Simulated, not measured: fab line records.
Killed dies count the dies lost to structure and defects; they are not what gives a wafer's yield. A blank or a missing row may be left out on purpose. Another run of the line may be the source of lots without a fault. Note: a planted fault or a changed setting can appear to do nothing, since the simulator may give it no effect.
fab line records | flow sky130
[record] lots = 13 wafers = 39 lastDay = 50
route steps=708 shown VT_ADJUST_HVTP@95 VIA3@596 METAL4@598 PASSIVATION@682 PAD_OPEN@708
lots that met no fault: from a run of the same line without faults
startH: hours from the record's opening day to when the first of the lot's shown wafers began | waitH: time in hours since the lot's previous step | " repeats the value in the row above | L1.1+2: a single row standing in for several wafers | - no value, or no start was given | * or withheld: withheld | < > ~ a bound
route shown NAME@n: names a module that has steps shown in the file, with the first one's number in the route | usual: mean/standard deviation taken from wafers without a fault | same: alike in all rows | chamber/n: place in a boat | sites: readings site by site | _std_site: the standard deviation of these | _edge_site: inner sites' mean taken away from outer sites' mean | radiusMm: for every site, how far away it sits from the centre of the wafer | mask NAME#n: copy n | behind: tool/chamber where the wafer was last shaped | hold: why the lot went on hold/how many hours it stayed there/how the hold came to an end | device: names the non-switching transistor (n, p or np) | end of line: tests run on the same wafers once the route is complete | a step with no rows: only its recipe | killed: not the wafer's yield, but the dies lost to structure and defects at the first sort | map: a wafer's dies, marking killed ones x, the rest . and places with no die _
set.NAME: the setting as run; set.NAME@STEP: as run at that earlier step | model.NAME: the simulator's own value behind a step, which no gauge read
steps of the route over a sample of lots; a table a step, a row a wafer
services: the hour from which a tool's chamber was out of use, counted from the record's first day as startH (under 0 if before that day), plus the number of hours and why
[[steps]]
[step SKY_VT_ADJUST_HVTP_STRIP_10]
[recipe] chemistry = O2/N2 powerW = 1400 pressureMtorr = 1500 platenTempC = withheld o2FlowSccm = 3000 n2FlowSccm = 300 overashFraction = 0.5
[usual] drypumpMotorCurrentA = 5.5/0.59 o2FlowSccm = 3000/8.5 oesProductAu = 0.715/0.0044 stripTimeToEndpointS = 14.19/0.039
// columns lot.wafer tool chamber startH waitH drypumpMotorCurrentA o2FlowSccm oesProductAu rfHoursCounterH stripTimeToEndpointS
L861.1 plasmaAsher-01 0 128.13 0.1 4.9 3026 0.714 47 14.24
L861.4 " 0 " " 4.9 3015 0.713 - 14.23
L861.6 " 0 " " 4.9 3002 0.708 - 14.25
L862.3 plasmaAsher-01 0 129.32 0.1 4.9 3000 0.718 - 14.17
L862.5 " 0 " " 4.9 3002 0.716 - 14.17
L862.6 " 1 " " 5.6 3016 0.716 - 14.20
L863.4 plasmaAsher-03 1 134.61 0.1 5.9 3014 0.719 - 14.19
L863.5 " 1 " " 5.9 3008 0.713 - 14.21
L863.6 " 0 " " 5.0 2997 0.713 - 14.16
L866.2 plasmaAsher-02 0 150.73 0.1 6.8 2991 0.722 40 14.17
L866.3 " 0 " " 6.8 2998 0.720 - 14.13
L866.4 " 1 " " 5.3 2994 0.710 - 14.19
L869.1 plasmaAsher-01 0 179.98 0.1 4.9 2988 0.716 53 14.25
L869.5 " 1 " " 5.7 2986 0.720 - 14.21
L869.6 " 0 " " 4.9 3003 0.715 - 14.23
L871.2 plasmaAsher-01 0 183.88 0.1 4.9 2999 0.724 53 14.17
L871.5 " 1 " " 5.6 3012 0.716 - 14.14
L871.6 " 0 " " 4.9 3006 0.716 - 14.20
L872.1 plasmaAsher-01 0 188.39 0.1 4.9 2996 0.716 54 14.18
L872.4 " 1 " " 5.7 2994 0.714 - 14.18
L872.6 " 1 " " 5.7 3003 0.707 - 14.15
L875.2 plasmaAsher-02 0 217.99 0.1 6.8 2997 0.711 46 14.21
L875.5 " 1 " " 5.3 3000 0.711 - 14.25
L875.6 " 0 " " 6.8 3014 0.716 - 14.16
L876.3 plasmaAsher-02 1 221.96 0.1 5.3 2993 0.718 - 14.16
L876.4 " 0 " " 6.8 3014 0.712 - 14.16
L876.6 " 0 " " 6.8 2994 0.721 - 14.11
L881.1 plasmaAsher-03 0 256.03 0.1 5.0 3005 0.714 14 14.24
L881.3 " 0 " " 5.0 2991 0.711 - 14.17
L881.6 " 1 " " 5.9 2989 0.715 - 14.16
L882.1 plasmaAsher-01 1 262.38 0.1 5.7 3003 0.716 61 14.17
L882.3 " 0 " " 4.9 3007 0.715 - 14.15
L882.5 " 0 " " 4.9 2993 0.713 - 14.15
L883.2 plasmaAsher-02 1 265.58 0.1 5.3 3010 0.721 51 14.20
L883.4 " 0 " " 6.8 2992 0.711 - 14.17
L883.6 " 0 " " 6.8 3009 0.713 - 14.14
L884.2 plasmaAsher-03 1 268.18 0.1 5.9 2993 0.711 16 14.17
L884.3 " 1 " " 5.9 2993 0.719 - 14.17
L884.6 " 0 " " 5.0 2997 0.716 - 14.25
[step SKY_VIA3_THK_MEAS_23]
[recipe] thkMeasGauge = xrf reads = W_of_VIA3_CVD_21
[usual] VIA3_W_THK = 401/10
// columns lot.wafer tool chamber startH waitH VIA3_W_THK[nm]
L861.1 filmMetro-03 - 933.14 0.1 395
L861.4 " - " " 397
L861.6 " - " " 402
L862.3 filmMetro-04 - 933.51 0.1 385
L862.5 " - " " 390
L862.6 " - " " 380
L863.4 filmMetro-03 - 953.46 0.1 403
L863.5 " - " " 405
L863.6 " - " " 415
L866.2 filmMetro-03 - 956.54 0.1 418
L866.3 " - " " 412
L866.4 " - " " 394
L872.1 filmMetro-03 - 990.21 0.1 400
L872.4 " - " " 414
L872.6 " - " " 418
L869.1 filmMetro-01 - 990.52 0.1 415
L869.5 " - " " 400
L869.6 " - " " 411
L871.2 filmMetro-01 - 1001.73 0.1 412
L871.5 " - " " 418
L871.6 " - " " 393
L875.2 filmMetro-01 - 1035.38 0.1 416
L875.5 " - " " 393
L875.6 " - " " 417
L876.3 filmMetro-03 - 1041.09 0.1 408
L876.4 " - " " 392
L876.6 " - " " 408
L882.1 filmMetro-03 - 1071.84 0.1 395
L882.3 " - " " 394
L882.5 " - " " 388
L881.1 filmMetro-03 - 1074.38 0.1 389
L881.3 " - " " 392
L881.6 " - " " 410
L883.2 filmMetro-03 - 1078.45 0.1 393
L883.4 " - " " 391
L883.6 " - " " 393
L884.2 filmMetro-04 - 1080.82 0.1 381
L884.3 " - " " 388
L884.6 " - " " 388
[step SKY_METAL4_SPUTTER_00]
[recipe] material = Ti targetThkNm = 15 powerW = 3000 timeS = 10 chamberPressurePa = 0.4
[usual] cathodeDcPowerW = 3000.0/0.57 chamberPressurePa = 0.4000/0.0008 throttleValvePct = 30.3/1.3
// columns lot.wafer tool chamber startH waitH cathodeDcPowerW chamberPressurePa throttleValvePct
L861.1 pvdSputter-01 - 933.50 0.2 3000.0 0.3991 26.8
L861.4 " - " " 2998.8 0.4000 30.4
L861.6 " - " " 3000.6 0.4005 32.3
L862.3 pvdSputter-03 - 933.85 0.2 3000.3 0.4007 31.1
L862.5 " - " " 2999.4 0.4003 30.1
L862.6 " - " " 2999.7 0.3996 30.8
L863.4 pvdSputter-01 - 953.79 0.2 3001.1 0.4000 30.5
L863.5 " - " " 3000.6 0.3997 32.0
L863.6 " - " " 3000.5 0.4001 30.4
L866.2 pvdSputter-01 - 956.89 0.2 2999.7 0.4010 29.9
L866.3 " - " " 3001.2 0.4001 30.8
L866.4 " - " " 2999.6 0.4001 32.1
L872.1 pvdSputter-03 - 990.57 0.1 3001.3 0.4013 29.8
L872.4 " - " " 3000.1 0.4002 31.1
L872.6 " - " " 3000.3 0.4000 30.9
L869.1 pvdSputter-03 - 990.89 0.1 3000.1 0.3994 30.8
L869.5 " - " " 2999.6 0.4004 31.1
L869.6 " - " " 2999.8 0.4000 30.1
L871.2 pvdSputter-03 - 1002.50 0.2 3000.5 0.4002 29.8
L871.5 " - " " 3001.3 0.4006 29.6
L871.6 " - " " 2999.9 0.4012 31.0
L875.2 pvdSputter-01 - 1035.73 0.1 3001.0 0.3990 32.1
L875.5 " - " " 2999.6 0.3994 30.4
L875.6 " - " " 2999.1 0.3999 32.2
L876.3 pvdSputter-03 - 1041.43 0.1 2999.4 0.4017 30.9
L876.4 " - " " 3000.6 0.3986 30.3
L876.6 " - " " 2999.6 0.4003 30.2
L882.1 pvdSputter-02 - 1072.20 0.2 3000.1 0.3999 30.0
L882.3 " - " " 2999.5 0.3997 30.2
L882.5 " - " " 3000.4 0.4001 30.1
L881.1 pvdSputter-02 - 1074.81 0.2 2999.9 0.3991 30.8
L881.3 " - " " 3000.3 0.3999 30.2
L881.6 " - " " 2999.2 0.3990 30.8
L883.2 pvdSputter-02 - 1078.80 0.1 3000.0 0.3998 30.3
L883.4 " - " " 2999.8 0.3985 29.9
L883.6 " - " " 3000.1 0.3997 30.9
L884.2 pvdSputter-01 - 1081.17 0.1 3000.0 0.4019 30.6
L884.3 " - " " 3000.2 0.4006 32.2
L884.6 " - " " 3000.1 0.4010 30.4
[step SKY_PASSIVATION_THK_MEAS_01]
[recipe] reads = SiO2_of_PASSIVATION_CVD_00
[usual] PASSIVATION_CVD_00_THK = 90.0/1.2
// columns lot.wafer tool chamber startH waitH PASSIVATION_CVD_00_THK[nm]
L861.1 filmMetro-04 - 1033.30 - 88.0
L861.4 " - " " 89.7
L861.6 " - " " 89.3
L862.3 filmMetro-03 - 1034.63 - 89.9
L862.5 " - " " 90.3
L862.6 " - " " 90.7
L863.4 filmMetro-04 - 1052.10 - 90.5
L863.5 " - " " 90.8
L863.6 " - " " 92.2
L866.2 filmMetro-04 - 1054.67 - 89.9
L866.3 " - " " 88.4
L866.4 " - " " 91.1
L872.1 filmMetro-04 - 1082.22 - 88.3
L872.4 " - " " 91.7
L872.6 " - " " 92.0
L869.1 filmMetro-03 - 1084.64 - 87.5
L869.5 " - " " 89.5
L869.6 " - " " 88.9
L871.2 filmMetro-01 - 1095.73 - 88.4
L871.5 " - " " 91.0
L871.6 " - " " 90.0
L875.2 filmMetro-03 - 1124.55 - 88.9
L875.5 " - " " 89.0
L875.6 " - " " 89.8
L876.3 filmMetro-03 - 1127.79 - 89.2
L876.4 " - " " 90.7
L876.6 " - " " 91.8
L882.1 filmMetro-01 - 1155.39 - 91.3
L882.3 " - " " 90.9
L882.5 " - " " 91.8
L881.1 filmMetro-01 - 1157.55 - 89.7
L881.3 " - " " 89.6
L881.6 " - " " 92.2
L883.2 filmMetro-01 - 1163.00 - 88.3
L883.4 " - " " 90.4
L883.6 " - " " 89.9
L884.2 filmMetro-01 - 1163.91 - 90.7
L884.3 " - " " 90.8
L884.6 " - " " 91.8
[step SKY_PAD_OPEN_PROBE_99]
[usual] killed_at_M0_to_M3 = 43/7.2 killed_at_M4_up = 3.5/2 killedAtContacts = 24/5.2 killedAtFrontEnd = 15/4.4 killedAtOther = 0.2/0.48 killedDies = 85/9.4 killedOnRim = 16/3.7 killedOpen = 46/7.3 killedShort = 39/6.1
[same] grossDies = 492 killedAtBackSide = 0
// columns lot.wafer tool chamber startH waitH killed_at_M0_to_M3 killed_at_M4_up killedAtContacts killedAtFrontEnd killedAtOther killedDies killedOnRim killedOpen killedShort
L861.1 prober-02 - 1081.22 0.1 51 4 27 12 0 94 18 52 42
L861.4 prober-02 - 1081.37 0.2 35 2 32 15 0 84 16 50 33
L861.6 prober-02 - 1081.47 0.2 46 1 22 15 0 84 13 42 42
L869.1 prober-01 - 1127.15 0.1 48 1 20 39 0 108 25 42 40
L869.5 prober-01 - 1127.35 0.2 44 3 16 24 0 87 19 33 44
L869.6 prober-01 - 1127.40 0.2 46 1 16 39 0 102 21 40 36
L872.1 prober-02 - 1127.15 0.1 33 4 22 46 0 105 22 40 36
L872.4 prober-02 - 1127.30 0.2 39 2 29 19 1 90 21 40 41
L872.6 prober-02 - 1127.40 0.2 29 0 20 23 0 72 23 33 29
L871.2 prober-02 - 1136.29 0.1 38 4 27 46 0 115 21 50 38
L871.5 prober-02 - 1136.44 0.2 47 6 23 26 0 102 25 44 46
L871.6 prober-02 - 1136.49 0.2 38 3 25 38 0 104 20 48 36
// killed by level:class
L861.1 VIA1:geometricParticle:open=13 VIA3:geometricParticle:open=10 METAL1:geometricParticle:short=9 LI_CONTACT:geometricParticle:open=8 CONTACT:geometricParticle:open=8 VIA1:geometricParticle:short=7 LOCAL_INTERCONNECT:geometricParticle:short=5 VIA2:geometricParticle:open=4
L861.4 CONTACT:geometricParticle:open=12 LI_CONTACT:geometricParticle:open=8 VIA1:geometricParticle:open=8 VIA3:geometricParticle:open=8 FIELD_ISO:geometricParticle:short=5 CONTACT:geometricParticle:short=4 VIA1:geometricParticle:short=4 METAL2:geometricParticle:short=4
L861.6 VIA1:geometricParticle:open=13 LI_CONTACT:geometricParticle:open=8 METAL2:geometricParticle:short=7 LOCAL_INTERCONNECT:geometricParticle:short=5 METAL1:geometricParticle:short=5 VIA3:geometricParticle:open=5 FIELD_ISO:geometricParticle:short=4 VIA2:geometricParticle:open=4
L869.1 VT_ADJUST_HVTP:unspecified=26 VIA1:geometricParticle:open=9 VIA1:geometricParticle:short=9 CONTACT:geometricParticle:open=8 LI_CONTACT:geometricParticle:open=6 METAL1:geometricParticle:short=6 VIA2:geometricParticle:short=6 VIA3:geometricParticle:open=6
L872.1 VT_ADJUST_HVTP:unspecified=29 VIA1:geometricParticle:open=6 FIELD_ISO:geometricParticle:short=5 LI_CONTACT:geometricParticle:short=5 LI_CONTACT:geometricParticle:open=5 CONTACT:geometricParticle:open=5 VIA3:geometricParticle:open=5 VIA3:geometricParticle:short=5
L872.4 LI_CONTACT:geometricParticle:open=11 VT_ADJUST_HVTP:unspecified=9 CONTACT:geometricParticle:open=7 VIA3:geometricParticle:short=6 VIA1:geometricParticle:open=6 VIA2:geometricParticle:open=6 VIA1:geometricParticle:short=5 CONTACT:geometricParticle:short=4
L869.5 VT_ADJUST_HVTP:unspecified=10 METAL1:geometricParticle:short=8 VIA1:geometricParticle:open=8 METAL2:geometricParticle:short=7 CONTACT:geometricParticle:open=6 VIA2:geometricParticle:open=5 FIELD_ISO:geometricParticle:short=4 POLY_GATE:geometricParticle:short=4
L869.6 VT_ADJUST_HVTP:unspecified=26 VIA1:geometricParticle:open=11 CONTACT:geometricParticle:open=7 METAL1:geometricParticle:short=6 VIA2:geometricParticle:open=6 FIELD_ISO:geometricParticle:short=5 LI_CONTACT:geometricParticle:open=5 VIA3:geometricParticle:open=5
L872.6 VT_ADJUST_HVTP:unspecified=10 CONTACT:geometricParticle:open=8 LI_CONTACT:geometricParticle:open=7 METAL1:geometricParticle:short=5 VIA2:geometricParticle:open=4 VIA3:geometricParticle:open=4 FIELD_ISO:geometricParticle:short=3 CONTACT:geometricParticle:short=3
L871.2 VT_ADJUST_HVTP:unspecified=26 CONTACT:geometricParticle:open=13 VIA2:geometricParticle:open=8 POLY_GATE:geometricParticle:open=6 VIA1:geometricParticle:open=6 VIA3:geometricParticle:open=5 LI_CONTACT:geometricParticle:short=5 VIA1:geometricParticle:short=5
L871.5 VT_ADJUST_HVTP:unspecified=12 VIA3:geometricParticle:open=10 VIA1:geometricParticle:open=8 METAL1:geometricParticle:short=8 CONTACT:geometricParticle:open=7 LI_CONTACT:geometricParticle:open=5 CONTACT:geometricParticle:short=5 METAL2:geometricParticle:short=5
L871.6 VT_ADJUST_HVTP:unspecified=20 VIA1:geometricParticle:open=14 CONTACT:geometricParticle:open=9 CONTACT:geometricParticle:short=5 FIELD_ISO:geometricParticle:short=4 FIELD_ISO:geometricParticle:open=4 POLY_GATE:geometricParticle:open=4 METAL1:geometricParticle:short=4
[[services]]
// columns tool chamber startH hours kind
pvdSputter-03 - 245.86 2.1 repair
pvdSputter-03 - 299.62 1.8 repair
pvdSputter-03 - 308.08 40.2 repair
plasmaAsher-01 - 321.26 1.2 repair
plasmaAsher-01 - 325.46 14.6 pm
pvdSputter-03 - 458.31 1.8 repair
pvdSputter-03 - 475.31 4.5 repair
plasmaAsher-01 - 556.40 12.4 pm
pvdSputter-01 - 645.52 1.8 repair
pvdSputter-03 - 654.03 0.5 repair
plasmaAsher-01 - 656.32 3.0 repair
pvdSputter-03 - 679.70 0.8 repair
pvdSputter-03 - 702.76 2.5 repair
pvdSputter-03 - 706.49 3.1 repair
pvdSputter-01 - 710.50 1.7 repair
plasmaAsher-01 - 733.02 1.4 repair
plasmaAsher-01 - 734.38 9.0 pm
pvdSputter-03 - 838.63 10.0 repair
plasmaAsher-01 - 846.42 2.8 pm
pvdSputter-01 - 885.11 7.9 repair
pvdSputter-03 - 894.37 1.4 repair
pvdSputter-03 - 895.22 1.1 repair
pvdSputter-01 - 921.14 2.2 repair
plasmaAsher-01 - 1001.40 0.4 repair
[[key]]
[firstSign] step = SKY_PAD_OPEN_PROBE_99 reading = killedAtFrontEnd direction = up sigmas = 4.2 usual = 15 struck = 33
[effect] step = SKY_PAD_OPEN_PROBE_99 reading = killedDies direction = up sigmas = 1.4 usual = 85 struck = 98 wafersMoved = 4
metAt SKY_VT_ADJUST_HVTP_STRIP_10
struckLots L869,L871,L872
testerLeftOut L869,L871,L872
notActingAt SKY_VIA3_THK_MEAS_23,SKY_METAL4_SPUTTER_00,SKY_PASSIVATION_THK_MEAS_01
onsetBetween 129.32 179.98
[fault] kind = chamberParticleSource tool = plasmaAsher-01 chamber = - onsetH = 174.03 steps = SKY_VT_ADJUST_HVTP_STRIP_10 ratePerVisitCm2 = 0.64986 endH = 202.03
// testerLeftOut: of these lots the tester's yield and bins aren't shown, on N5 and GAA mostly nor the transistor test; their killed dies are dies lost to structure and defects alone, not to doping, threshold or leakage, so they don't give the yield
